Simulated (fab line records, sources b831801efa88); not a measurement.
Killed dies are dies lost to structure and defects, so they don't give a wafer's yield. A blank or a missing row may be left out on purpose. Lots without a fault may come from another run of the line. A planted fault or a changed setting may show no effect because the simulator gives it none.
Chamber matching | flow sky130 | SKY_VIA4_CMP_02 on cmp-02: 4 sister chambers
The step polishes SiO2. 8 wafers are shown with their chamber, then 8 later ones without.

WAFERS WITH THEIR CHAMBER
wafer  | chamber | motor_current_A (A) | edge_zone_pressure_frac
L229.6 | 2       | 14.3                | 1.002
L230.5 | 3       | 10.7                | 0.996
L231.2 | 3       | 10.6                | 1.003
L231.5 | 0       | 10.1                | 0.998
L233.2 | 2       | 14.3                | 1.002
L233.3 | 1       | 11.8                | 0.993
L233.4 | 0       | 10.5                | 1.001
L234.1 | 1       | 12.3                | 0.998

WAFERS WITHOUT THEIR CHAMBER
wafer  | motor_current_A (A) | edge_zone_pressure_frac
L234.5 | 14.5                | 1.012
L234.6 | 10.5                | 1.002
L238.2 | 10.4                | 1.002
L238.4 | 14.3                | 1.002
L238.5 | 12.2                | 0.997
L251.2 | 11.0                | 1.009
L251.3 | 12.5                | 1.000
L251.5 | 14.1                | 1.000

WHICH CHAMBER EACH WENT THROUGH
wafer  | from the rows above     | in truth
L234.5 | 2                       | 2
L234.6 | can't be placed: 3 or 0 | 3
L238.2 | can't be placed: 0 or 3 | 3
L238.4 | 2                       | 2
L238.5 | 1                       | 1
L251.2 | can't be placed: 3 or 0 | 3
L251.3 | 1                       | 1
L251.5 | 2                       | 2
Placed correctly: 5 of 8. Can't be placed from these rows: 3 (the true chamber is among the candidates in 3). Placed wrongly: 0.
How it was worked out, from the rows above alone: a wafer's distance from a chamber is the root of the sum, over the readings, of the square of ((its reading less the chamber's mean) divided by the reading's scatter). The wafer belongs to the nearest chamber; if the next one is less than 2 further off, it can't be placed. A chamber's mean is the mean of its shown wafers. The scatter: the root of (the sum of the squares of (reading less its chamber's mean) over the shown wafers, divided by (wafers less chambers)).
